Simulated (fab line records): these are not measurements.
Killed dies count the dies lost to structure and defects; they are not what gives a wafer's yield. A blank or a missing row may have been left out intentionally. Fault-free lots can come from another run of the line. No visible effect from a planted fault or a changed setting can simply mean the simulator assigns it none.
One fault through the eyes of 2 desks + flow gf180mcu + each desk holds nothing but its own numbers, with what lay behind them at the end

== AT THE METROLOGY DESK ==
Means of the sampled wafers that have a number, per lot and without regard to the tool the lot ran on: this is what the gauges read. If a lot's mean is further than 4 standard deviations from the usual mean, the lot is out of limits and carries the mark OUT (the distance appears in the brackets).
Columns: A = NWELL_RS at GF_VT_IMPLANT_RS_MEAS_47, usual 487.8 ohm/sq
| lot  | first seen here | A     |
|------|-----------------|-------|
| L736 | day 7 14:31     | 487.0 |
| L737 | day 7 21:53     | 486.1 |
| L738 | day 8 03:17     | 489.2 |
| L739 | day 8 06:35     | 487.1 |
| L741 | day 8 22:58     | 490.4 |
| L747 | day 10 15:25    | 488.6 |
| L748 | day 10 19:34    | 489.2 |
| L750 | day 11 18:47    | 486.5 |
| L751 | day 11 19:02    | 488.5 |
| L753 | day 12 12:48    | 487.2 |
| L755 | day 13 05:08    | 489.8 |
| L756 | day 13 12:10    | 486.7 |
| L759 | day 14 04:14    | 486.2 |
This desk's verdict: no lot among the 13 shows anything out of limits.

== THE TOOL OWNER'S DESK: furnace-01 ==
The tool's own readings at GF_DUAL_GATE_OXIDATION_15 (stabilise 600 s, purge 300 s, target thk 7.098 nm): means of the sampled wafers that have a number, for each lot that ran on this tool. If a lot's mean is further than 4 standard deviations from the usual mean, the lot is out of limits and carries the mark OUT (the distance appears in the brackets).
Columns: A = spike-tc-bottom-C at GF_DUAL_GATE_OXIDATION_15, usual 872.0 C; B = spike-tc-centre-C at GF_DUAL_GATE_OXIDATION_15, usual 849.5 C; C = spike-tc-lower-C at GF_DUAL_GATE_OXIDATION_15, usual 850.3 C; D = spike-tc-top-C at GF_DUAL_GATE_OXIDATION_15, usual 863.4 C; E = spike-tc-upper-C at GF_DUAL_GATE_OXIDATION_15, usual 849.1 C; F = zone-power-lower-pct at GF_DUAL_GATE_OXIDATION_15, usual 17.0 %
| lot  | first seen here | A                | B               | C               | D                | E               | F    |
|------|-----------------|------------------|-----------------|-----------------|------------------|-----------------|------|
| L739 | day 9 02:32     | 873.2            | 849.5           | 850.1           | 864.4            | 848.7           | 19.3 |
| L741 | day 9 18:56     | 872.7            | 849.2           | 851.1           | 864.5            | 847.7           | 19.3 |
| L747 | day 11 16:28    | 862.6 (-5.2) OUT | 837.1 (-14) OUT | 837.6 (-14) OUT | 852.3 (-8.5) OUT | 836.1 (-12) OUT | 18.6 |
| L748 | day 11 23:11    | 862.5 (-5.3) OUT | 836.9 (-14) OUT | 838.2 (-13) OUT | 852.5 (-8.4) OUT | 836.5 (-11) OUT | 18.9 |
| L759 | day 15 06:10    | 874.1            | 849.9           | 849.9           | 864.4            | 848.4           | 19.5 |
Finding of this desk: L747, L748 out of limits; the first was L747 at day 11 16:28, on spike-tc-bottom-C at GF_DUAL_GATE_OXIDATION_15. In limits: L739, L741, L759.

== ALL TOGETHER ==
At day 11 16:28, on L747, L748, the tool owner's desk was in a position to raise an alarm.
At the metrology desk, nothing out of limits was observed.
The metrology desk holds a record of L747, L748, inside its limits.
Of the lots named, all ran GF_DUAL_GATE_OXIDATION_15 on furnace-01.

== WHAT HAD BEEN PUT IN BY THE SIMULATOR ==
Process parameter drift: furnace-01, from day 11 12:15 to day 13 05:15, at GF_DUAL_GATE_OXIDATION_15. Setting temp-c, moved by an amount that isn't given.
Struck lots among those shown: L747, L748.
How many hours passed from the start of the fault until each desk's first out-of-limits reading: the tool owner's desk, 4.
